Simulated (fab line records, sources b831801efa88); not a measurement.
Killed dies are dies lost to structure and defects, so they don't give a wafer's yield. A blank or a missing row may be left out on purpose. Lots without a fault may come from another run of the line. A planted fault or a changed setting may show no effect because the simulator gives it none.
A struck lot beside a sound one | flow gf180mcu | 20 steps out of a route of 602
Sound: wafers L949.3, L949.5, L949.6. Struck: wafers L958.1, L958.2, L958.5. The cause comes at the end.
At each step with rows: each side's tool, then ch and its chambers, then its first start. Under that, the readings that differ: sound wafers | struck wafers | difference of the means | sigmas: that difference in standard deviations of wafers without a fault.
alike: readings whose means differ by less than 2 such deviations, and words and numbers that are the same on both sides. not compared: withheld readings, readings that some wafer has no value for, bounds like >300 that may hide the same value, and numbers for which the record gives no deviation and whose values overlap.
The two part at a step that has a row with sigmas, a row that says differs or no value, or rows on one side only. Numbers that don't overlap but have no deviation are shown without sigmas and don't part them. A reading that every wafer of one side lacks parts them only if that side has two wafers or more.

first, 1 step without rows for these wafers: GF_V4_CVD_00 (deposits SiO2, target thk 600 nm, time 100 s).
GF_V4_THK_MEAS_01:
  sound on film_metro-01, day 24 23:02; struck on film_metro-02, day 28 02:56
  reading            | sound       | struck      | difference | sigmas
  V4_CVD_00_THK (nm) | 638 634 626 | 624 620 615 | -13        | -3
GF_V4_CVD_02: deposits SiO2 from TEOS, target thk 850 nm, time 94.851 s.
  sound on pecvd-03 ch 1,2, day 24 23:06; struck on pecvd-04 ch 0,2, day 28 02:59
  alike: heater_power_w
GF_V4_THK_MEAS_03:
  sound on film_metro-02, day 24 23:11; struck on film_metro-01, day 28 03:04
  alike: V4_CVD_02_THK
GF_V4_CMP_04: polishes SiO2.
  sound on cmp-02 ch 1,2, day 24 23:17; struck on cmp-01 ch 0,1,3, day 28 03:10
  alike: motor_current_A, time_to_endpoint_s
GF_V4_BOW_MEAS_05:
  sound on film_metro-01, day 24 23:34; struck on film_metro-02, day 28 03:25
  alike: V4_BOW
then, 6 steps without rows for these wafers: GF_V4_DEHYDRATE_06 (time 60 s); GF_V4_HMDS_07 (prime time 60 s); GF_V4_COAT_08; GF_V4_COAT_09 (resist thk 1000 nm); GF_V4_SOFTBAKE_10 (time 60 s); GF_V4_EXPOSE_11 (exposes mask Via4, target cd 260 nm).
GF_V4_PEB_12: peb time 90 s.
  sound on litho_track-04 ch 0, day 25 20:46; struck on litho_track-04 ch 0, day 28 22:45
  reading                  | sound                | struck               | difference | sigmas
  heater_power_total_W (W) | 85.62 85.76 85.83    | 89.07 89.22 89.14    | +3.41      | +40
  plate_temp_C (C)         | 135.10 135.25 134.98 | 138.93 138.74 138.90 | +3.75      | +27
  alike: exhaust_pa
then, 1 step without rows for these wafers: GF_V4_DEVELOP_13 (develop time 60 s).
GF_V4_CD_MEAS_14: target cd 260 nm.
  sound on cd_sem-01, day 25 21:05; struck on cd_sem-02, day 28 23:06
  reading    | sound             | struck            | difference | sigmas
  cd_nm (nm) | 258.9 258.4 259.8 | 270.5 270.7 269.4 | +11.2      | +10
GF_V4_OVL_MEAS_15:
  sound on overlay-01, day 25 21:11; struck on overlay-02, day 28 23:13
  reading     | sound   | struck  | difference | sigmas
  V4_OVL (nm) | 8 12 11 | -7 2 -4 | -13        | -2
GF_V4_ETCH_16: etches BARC in N2/H2.
  sound on rie_diel-04 ch 0,2, day 25 21:12; struck on rie_diel-01 ch 0,1,2, day 28 23:15
  reading             | sound             | struck            | difference | sigmas
  model.V4.cd_nm (nm) | 258.8 258.8 259.8 | 271.4 270.4 269.7 | +11.4      |
  alike: chamber_pressure_mTorr, drypump_motor_current_A, h2_flow_sccm, oes_product_au, throttle_valve_pct
GF_V4_ETCH_17: etches SiO2 in C4F8/O2/Ar, stops on TiN, target depth 630 nm.
  sound on rie_diel-04 ch 0,2; struck on rie_diel-01 ch 0,1,2
  reading             | sound             | struck          | difference | sigmas
  model.V4.cd_nm (nm) | 258.8 258.8 259.6 | 271.8 270.6 270 | +11.7      |
  alike: chamber_pressure_mTorr, oes_product_au
GF_V4_STRIP_18: strips in O2/N2.
  sound on plasma_asher-04 ch 0,1, day 25 21:22; struck on plasma_asher-03 ch 0,1, day 28 23:23
  alike: chamber_pressure_mTorr, drypump_motor_current_A, heater_power_w, oes_product_au
  not compared: rf_hours_counter_h
GF_PASSIVATION_PROBE_99:
  the record has rows for the sound wafers here (prober-01, day 30 07:30) and none for the struck ones

WHERE THEY PART
First at GF_V4_THK_MEAS_01; last, within this record, at GF_PASSIVATION_PROBE_99.

WHY: what the simulator had put in
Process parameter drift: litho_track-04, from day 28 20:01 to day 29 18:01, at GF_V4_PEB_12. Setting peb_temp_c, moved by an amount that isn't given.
